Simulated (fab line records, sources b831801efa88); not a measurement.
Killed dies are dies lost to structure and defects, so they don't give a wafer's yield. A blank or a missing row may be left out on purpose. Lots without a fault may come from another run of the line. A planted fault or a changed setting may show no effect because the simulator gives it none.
fab line records | flow gf180mcu
record lots=7 wafers=21 last_day=34
route steps=602 shown HV_LDD@185
lots that met no fault: from a run of the same line without faults
start_h: hours from the record's first day to the start of the lot's first wafer shown | wait_h: hours since the lot's step before | " the same as in the row above | L1.1+2: a row that stands for several wafers | - no value, or no start given | * or withheld: withheld | < > ~ a bound
route shown NAME@n: a module of which the file shows steps, and the number in the route of the first | usual: mean/standard deviation of fault-free wafers | same: alike in all rows | chamber/n: place in a boat | sites: the reading at each site | _std_site: their standard deviation | _edge_site: outer sites' mean less inner sites' | radius_mm: how far each site lies from the wafer's centre | mask NAME#n: copy n | behind: the tool/chamber that last shaped the wafer | hold: why the lot was held/for how many hours/how that ended | device: the transistor (n, p or np) that didn't switch | end of line: the same wafers' tests at the end of the route | a step without rows: its recipe alone | killed: dies lost to structure and defects at the first sort, not the wafer's yield | map: a wafer's dies, x killed, . not, _ none there
set.NAME: the setting as run; set.NAME@STEP: as run at that earlier step | model.NAME: the simulator's own value behind a step, which no gauge read
lots at some steps of the route; a table a step, a row a wafer
services: from which hour (start_h, from the record's first day; less than 0 if before it) a tool's chamber was out of use, for how many hours, and why
## steps
# step GF_HV_LDD_IMPLANT_09
# recipe species=As energy_kev=40 dose_cm2=1e+14 tilt_deg=7
# step GF_HV_LDD_STRIP_10
# recipe chemistry=O2/N2 power_w=1400 pressure_mtorr=1500 platen_temp_c=250 o2_flow_sccm=3000 n2_flow_sccm=300 overash_fraction=0.5
# usual drypump_motor_current_A=5.4/0.52 heater_power_w=372/74 oes_product_au=0.716/0.0043 strip_time_to_endpoint_s=12.63/0.04
# columns lot.wafer tool chamber start_h wait_h drypump_motor_current_A heater_power_w oes_product_au rf_hours_counter_h strip_time_to_endpoint_s
L437.2 plasma_asher-04 1 214.93 0.1 4.7 386 0.716 52 12.66
L437.3 " 1 " " 4.7 382 0.720 - 12.58
L437.5 " 1 " " 4.7 380 0.712 - 12.65
L440.3 plasma_asher-04 1 233.81 0.1 4.7 387 0.712 - 12.65
L440.4 " 0 " " 5.8 281 0.711 - 12.62
L440.5 " 1 " " 4.7 393 0.713 - 12.60
L454.2 plasma_asher-04 0 340.36 0.1 5.8 279 0.711 68 12.63
L454.5 " 0 " " 5.8 284 0.709 - 12.63
L454.6 " 1 " " 4.7 388 0.722 - 12.69
L455.1 plasma_asher-02 1 350.13 0.1 4.9 343 0.721 26 12.60
L455.2 " 0 " " 6.0 495 0.726 26 12.63
L455.3 " 0 " " 6.0 470 0.714 - 12.65
L456.1 plasma_asher-02 0 354.63 0.1 5.9 479 0.709 27 12.58
L456.5 " 0 " " 6.0 487 0.716 - 12.55
L456.6 " 1 " " 4.9 350 0.716 - 12.62
L457.4 plasma_asher-02 0 371.26 0.1 6.0 473 0.715 - 12.63
L457.5 " 0 " " 6.0 471 0.720 - 12.57
L457.6 " 1 " " 4.9 344 0.715 - 12.59
L458.2 plasma_asher-02 1 387.18 0.1 4.9 339 0.717 32 12.57
L458.4 " 1 " " 4.9 340 0.716 - 12.59
L458.6 " 0 " " 6.0 462 0.704 - 12.58
# step GF_HV_LDD_TW_MEAS_11
# usual HV_LDD_TW=2418/25
# columns lot.wafer tool chamber start_h wait_h HV_LDD_TW
L437.2 film_metro-04 - 215.04 0.1 2404
L437.3 " - " " 2401
L437.5 " - " " 2396
L440.3 film_metro-04 - 233.90 0.1 2388
L440.4 " - " " 2378
L440.5 " - " " 2372
L454.2 film_metro-04 - 340.47 0.1 2398
L454.5 " - " " 2393
L454.6 " - " " 2413
L455.1 film_metro-03 - 350.23 0.1 2442
L455.2 " - " " 2438
L455.3 " - " " 2430
L456.1 film_metro-04 - 354.73 0.1 2400
L456.5 " - " " 2405
L456.6 " - " " 2410
L457.4 film_metro-01 - 371.36 0.1 2403
L457.5 " - " " 2403
L457.6 " - " " 2381
L458.2 film_metro-01 - 387.29 0.1 2394
L458.4 " - " " 2384
L458.6 " - " " 2391
# step GF_HV_LDD_DEHYDRATE_12
# recipe temp_c=200 time_s=60
# step GF_HV_LDD_HMDS_13
# recipe prime_time_s=60 prime_temp_c=120
# step GF_HV_LDD_COAT_14
# recipe resist=NOVOLAK spin_rpm=3000 resist_thk_nm=1000
# step GF_HV_LDD_SOFTBAKE_15
# recipe temp_c=90 time_s=60 resist=NOVOLAK
# step GF_HV_LDD_EXPOSE_16
# recipe mask_id=Pplus_LV_AREA target_cd_nm=400 na=0.6 source_shape=conventional sigma_outer=0.6 dose_mj=140
# step GF_HV_LDD_PEB_17
# recipe temp_c=withheld time_s=* resist=NOVOLAK
# step GF_HV_LDD_DEVELOP_18
# recipe develop_time_s=60 dev_temp_c=24.11
# step GF_HV_LDD_CD_MEAS_19
# recipe target_cd_nm=400
# usual cd_nm=395.9/2.1
# columns lot.wafer tool chamber start_h wait_h cd_nm
L437.2 cd_sem-02 - 231.70 0.1 398.6
L437.3 " - " " 395.5
L437.5 " - " " 396.8
L440.3 cd_sem-01 - 251.47 0.1 396.6
L440.4 " - " " 395.2
L440.5 " - " " 394.3
L454.2 cd_sem-01 - 362.72 0.1 396.1
L454.5 " - " " 397.7
L454.6 " - " " 395.5
L455.1 cd_sem-02 - 372.30 0.1 398.4
L455.2 " - " " 398.4
L455.3 " - " " 397.5
L456.1 cd_sem-02 - 376.67 0.1 394.5
L456.5 " - " " 394.9
L456.6 " - " " 392.8
L457.4 cd_sem-02 - 394.18 0.1 398.5
L457.5 " - " " 397.8
L457.6 " - " " 397.4
L458.2 cd_sem-02 - 409.99 0.1 393.8
L458.4 " - " " 395.4
L458.6 " - " " 396.5
# step GF_HV_LDD_OVL_MEAS_20
# usual HV_LDD_01_OVL=1.3/1.3
# columns lot.wafer tool chamber start_h wait_h HV_LDD_01_OVL[nm]
L437.2 overlay-02 - 231.80 0.1 1.6
L437.3 " - " " 2.4
L437.5 " - " " 0.7
L440.3 overlay-01 - 251.56 0.1 2.6
L440.4 " - " " -0.4
L440.5 " - " " 1.5
L454.2 overlay-01 - 362.83 0.1 -0.5
L454.5 " - " " 0.6
L454.6 " - " " 0.9
L455.1 overlay-02 - 372.42 0.1 2.1
L455.2 " - " " 0.9
L455.3 " - " " 0.4
L456.1 overlay-01 - 376.79 0.1 1.0
L456.5 " - " " 0.9
L456.6 " - " " -0.7
L457.4 overlay-01 - 394.26 0.1 -0.1
L457.5 " - " " 1.5
L457.6 " - " " -0.5
L458.2 overlay-02 - 410.10 0.1 1.0
L458.4 " - " " -0.5
L458.6 " - " " -0.5
# step GF_HV_LDD_IMPLANT_21
# recipe species=BF2 energy_kev=25 dose_cm2=5e+13 tilt_deg=7
# usual beam_energy_keV=24.999/0.0075 beam_on_s=10.03/0.21 implant_ion_amu=49/0
# columns lot.wafer tool chamber start_h wait_h beam_energy_keV beam_on_s implant_ion_amu
L437.2 implanter-02 0 231.86 0.0 24.989 9.96 49
L437.3 " 0 " " 24.997 10.18 49
L437.5 " 0 " " 24.989 9.67 49
L440.3 implanter-02 0 251.63 0.1 24.991 9.97 49
L440.4 " 0 " " 24.983 9.89 49
L440.5 " 0 " " 24.998 9.88 49
L454.2 implanter-01 - 362.88 0.0 - - -
L454.5 " - " " - - -
L454.6 " - " " - - -
L455.1 implanter-03 - 372.46 0.0 - - -
L455.2 " - " " - - -
L455.3 " - " " - - -
L456.1 implanter-02 - 376.83 0.0 - - -
L456.5 " - " " - - -
L456.6 " - " " - - -
L457.4 implanter-03 0 394.35 0.1 25.006 10.19 49
L457.5 " 0 " " 25.002 10.04 49
L457.6 " 0 " " 25.000 10.07 49
L458.2 implanter-02 0 410.15 0.0 24.996 9.84 49
L458.4 " 0 " " 24.989 10.45 49
L458.6 " 0 " " 24.984 9.68 49
# step GF_HV_LDD_STRIP_22
# recipe chemistry=O2/N2 power_w=1400 pressure_mtorr=1500 platen_temp_c=250 o2_flow_sccm=3000 n2_flow_sccm=300 overash_fraction=0.5
# usual drypump_motor_current_A=5.4/0.52 heater_power_w=366/73 oes_product_au=0.716/0.0048 strip_time_to_endpoint_s=12.64/0.042
# columns lot.wafer tool chamber start_h wait_h drypump_motor_current_A heater_power_w oes_product_au rf_hours_counter_h strip_time_to_endpoint_s
L437.2 plasma_asher-02 0 231.98 0.1 6.0 472 0.715 13 12.71
L437.3 " 1 " " 4.9 341 0.713 - 12.72
L437.5 " 1 " " 4.9 339 0.722 - 12.66
L440.3 plasma_asher-01 1 251.77 0.1 5.3 330 0.713 - 12.65
L440.4 " 0 " " 5.7 299 0.718 - 12.63
L440.5 " 0 " " 5.7 300 0.725 - 12.62
L454.2 plasma_asher-02 1 363.01 0.1 4.9 348 0.708 28 12.63
L454.5 " 0 " " 6.0 481 0.720 - 12.63
L454.6 " 1 " " 4.9 344 0.709 - 12.63
L455.1 plasma_asher-02 0 372.61 0.1 6.0 476 0.716 29 12.59
L455.2 " 1 " " 4.9 345 0.720 29 12.57
L455.3 " 1 " " 4.9 347 0.716 - 12.56
L456.1 plasma_asher-02 1 376.98 0.1 4.9 335 0.719 30 12.66
L456.5 " 1 " " 4.9 350 0.715 - 12.61
L456.6 " 0 " " 5.9 478 0.719 - 12.65
L457.4 plasma_asher-04 0 394.46 0.1 5.8 274 0.722 - 12.65
L457.5 " 0 " " 5.8 276 0.716 - 12.65
L457.6 " 1 " " 4.7 387 0.717 - 12.69
L458.2 plasma_asher-02 0 410.28 0.1 6.0 478 0.718 35 12.62
L458.4 " 1 " " 4.9 351 0.726 - 12.61
L458.6 " 1 " " 4.9 352 0.718 - 12.65
# step GF_HV_LDD_TW_MEAS_23
# usual HV_LDD_2_TW=1057/9.9
# columns lot.wafer tool chamber start_h wait_h HV_LDD_2_TW
L437.2 film_metro-04 - 232.09 0.1 1046
L437.3 " - " " 1046
L437.5 " - " " 1045
L440.3 film_metro-03 - 251.85 0.1 1060
L440.4 " - " " 1059
L440.5 " - " " 1065
L454.2 film_metro-03 - 363.12 0.1 30
L454.5 " - " " 30
L454.6 " - " " 30
L455.1 film_metro-03 - 372.71 0.1 30
L455.2 " - " " 30
L455.3 " - " " 30
L456.1 film_metro-01 - 377.08 0.1 30
L456.5 " - " " 30
L456.6 " - " " 30
L457.4 film_metro-01 - 394.56 0.1 1040
L457.5 " - " " 1040
L457.6 " - " " 1044
L458.2 film_metro-03 - 410.39 0.1 1068
L458.4 " - " " 1075
L458.6 " - " " 1078
# step GF_HV_LDD_DEHYDRATE_24
# recipe temp_c=200 time_s=60
## services
# columns tool chamber start_h hours kind
plasma_asher-02 - 191.54 2.7 repair
implanter-01 - 199.98 1.9 repair
implanter-03 - 222.71 3.8 pm
plasma_asher-04 - 229.23 1.5 repair
plasma_asher-02 - 238.44 0.5 repair
implanter-01 - 256.74 3.6 pm
plasma_asher-01 - 294.02 109.5 pm
implanter-01 - 310.39 3.8 repair
implanter-01 - 320.88 2.2 repair
implanter-03 - 322.36 1.7 repair
plasma_asher-02 - 333.69 15.6 pm
implanter-02 - 344.97 0.6 repair
implanter-02 - 351.18 4.4 repair
plasma_asher-04 - 352.41 3.9 repair
plasma_asher-04 - 356.32 4.0 pm
implanter-03 - 368.81 1.0 repair
plasma_asher-04 - 388.14 4.9 repair
implanter-02 - 395.51 1.3 repair
implanter-02 - 405.95 3.7 repair
## key
first_sign step=GF_HV_LDD_IMPLANT_21 reading=tool_record direction=missing
effect step=GF_HV_LDD_TW_MEAS_23 reading=HV_LDD_2_TW direction=down sigmas=99+ usual=1057 struck=30
met_at GF_HV_LDD_IMPLANT_21
struck_wafers L454.2,L454.5,L454.6,L455.1,L455.2,L455.3,L456.1,L456.5,L456.6
later_rows_left_out L454.2,L454.5,L454.6,L455.1,L455.2,L455.3,L456.1,L456.5,L456.6
sort_left_out L454.2,L454.5,L454.6,L455.1,L455.2,L455.3,L456.1,L456.5,L456.6
tester_left_out L454,L455,L456
onset_between 251.63 362.88
fault kind=skipped_step_whole tool=implanter-01,implanter-02,implanter-03 chamber=- onset_h=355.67 steps=GF_HV_LDD_IMPLANT_21 scope=struck_lots_only
# tester_left_out: of these lots the tester's yield and bins aren't shown, on N5 and GAA mostly nor the transistor test; their killed dies are dies lost to structure and defects alone, not to doping, threshold or leakage, so they don't give the yield
# sort_left_out: the simulated sort isn't trusted on such a fault, so these wafers' sort isn't shown, and their yield isn't known
# later_rows_left_out: the simulator's readings of these wafers behind a module that went badly wrong aren't trusted and aren't shown, but for the sort
